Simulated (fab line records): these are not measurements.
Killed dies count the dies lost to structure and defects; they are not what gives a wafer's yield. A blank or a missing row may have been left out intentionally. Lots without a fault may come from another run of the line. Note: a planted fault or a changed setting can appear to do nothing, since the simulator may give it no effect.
Struck lot and sound lot, side by side :: flow sfq_line :: 15 out of 325 route steps
Sound: these wafers, L123.2, L123.3, L123.6. Struck: wafer L133.5 (L133.1, L133.3, from the same lot, were not struck and are left out); the cause is given at the end.
Per side, at each step with rows, come the tool, then ch with its chambers, and then its first start. Under that, the readings that differ: sound wafers :: struck wafers :: difference of the means :: sigmas: that difference in standard deviations of wafers without a fault.
alike: a reading whose means differ by less than 2 such deviations, as well as words and numbers matching on both sides. not compared: withheld readings; readings where some wafer has no value; bounds like >300 that might hide an equal value; numbers whose values overlap and for which the record gives no deviation.
Wherever a step has rows on one side only, a row that says differs or no value, or a row with sigmas, the two part there. Numbers that don't overlap but have no deviation are shown without sigmas and don't part them. A reading missing from all wafers of one side parts the sides only when that side holds two or more wafers.

first, 1 step without rows for these wafers: SFQ_TRILAYER_M3_STRIP_SOLV_CLEAN_080 (cleans in NMP, time 600 s).
SFQ_TRILAYER_I3_DEP_PECVD_081: deposits SiO2 from SiH4/N2O, time 111.11 s, target thk 500 nm.
  sound on pecvd-03 ch 0,2, day 29 10:50; struck on pecvd-03 ch 0, day 34 06:40
  alike: heater_power_w, throttle_valve_pct
SFQ_TRILAYER_I3_CMP_CMP_082: polishes SiO2.
  sound on cmp-02 ch 0,1,3, day 30 03:37; struck on cmp-02 ch 3, day 35 07:32
  alike: motor_current_A, time_to_endpoint_s
SFQ_I3_BOW_MEAS_922:
  sound: film_metro-04 at day 30 05:38; struck: film_metro-04 at day 35 08:02
  alike: I3_BOW
SFQ_TRILAYER_I3_METRO_MEASURE_083:
  sound: film_metro-04 at day 30 05:56; struck: film_metro-04 at day 35 08:09
  alike: thk_nm
then, 6 steps without rows for these wafers: SFQ_TRILAYER_I3_VIA_LITHO_COAT_090 (resist thk 62 nm); SFQ_TRILAYER_I3_VIA_LITHO_COAT_085 (resist thk 650 nm); SFQ_TRILAYER_I3_VIA_LITHO_SOFTBAKE_089; SFQ_TRILAYER_I3_VIA_LITHO_EXPOSE_086 (exposes mask I3, target cd 500 nm); SFQ_TRILAYER_I3_VIA_LITHO_PEB_088 (peb time 60 s); SFQ_TRILAYER_I3_VIA_LITHO_DEVELOP_087 (time 60 s).
-- the record jumps here: 6 days lie between the struck wafers' starts before and after --
SFQ_I3_OVL_MEAS_923:
  sound: overlay-02 at day 30 16:29; struck: overlay-02 at day 41 00:10
reading: I3_OVL (nm)
sound: 3 3 5
struck: -14
difference: -18
sigmas: -3
SFQ_TRILAYER_I3_VIA_BARC_OPEN_VIA_ETCH_121: etches BARC in O2, target depth 125 nm, time 41.7 s.
  sound on rie_diel-02 ch 1,3, day 30 16:31; struck on rie_diel-04 ch 0, day 41 00:13
reading: rf_fwd_power_W (W)
sound: 497.3 495.8 494.1
struck: 289.5
difference: -206.2
sigmas: -82

reading: model.KrF_of_TRILAYER_I3_VIA_LITHO_COAT_085.thk_nm (nm)
sound: 570.7 570.1 572.7
struck: 592.2
difference: +21.0
sigmas: 
  alike: bias_w, drypump_motor_current_A, oes_product_au
  not compared: rf_hours_counter_h
SFQ_TRILAYER_I3_VIA_ETCH_VIA_ETCH_088: etches SiO2 in CHF3, stops on Nb, target depth 260 nm.
  sound on rie_diel-02 ch 1,3, day 30 16:33; struck on rie_diel-04 ch 0, day 41 00:15
reading: model.KrF_of_TRILAYER_I3_VIA_LITHO_COAT_085.thk_nm (nm)
sound: 526.5 525.1 527.8
struck: 547.6
difference: +21.1
sigmas: 
  alike: bias_w, drypump_motor_current_A, oes_product_au, rf_fwd_power_W
SFQ_TRILAYER_I3_VIA_STRIP_STRIP_089: strips in O2.
  sound on rie_metal-01 ch 1, day 30 16:40; struck on rie_metal-01 ch 1, day 41 00:22
  alike: drypump_motor_current_A, oes_product_au
  not compared: rf_hours_counter_h

== WHERE THEY PART ==
First at SFQ_I3_OVL_MEAS_923; last, within this record, at SFQ_TRILAYER_I3_VIA_BARC_OPEN_VIA_ETCH_121. Later steps at which nothing parts them and some readings are alike: SFQ_TRILAYER_I3_VIA_ETCH_VIA_ETCH_088, SFQ_TRILAYER_I3_VIA_STRIP_STRIP_089.

WHY: whatever the simulator had introduced
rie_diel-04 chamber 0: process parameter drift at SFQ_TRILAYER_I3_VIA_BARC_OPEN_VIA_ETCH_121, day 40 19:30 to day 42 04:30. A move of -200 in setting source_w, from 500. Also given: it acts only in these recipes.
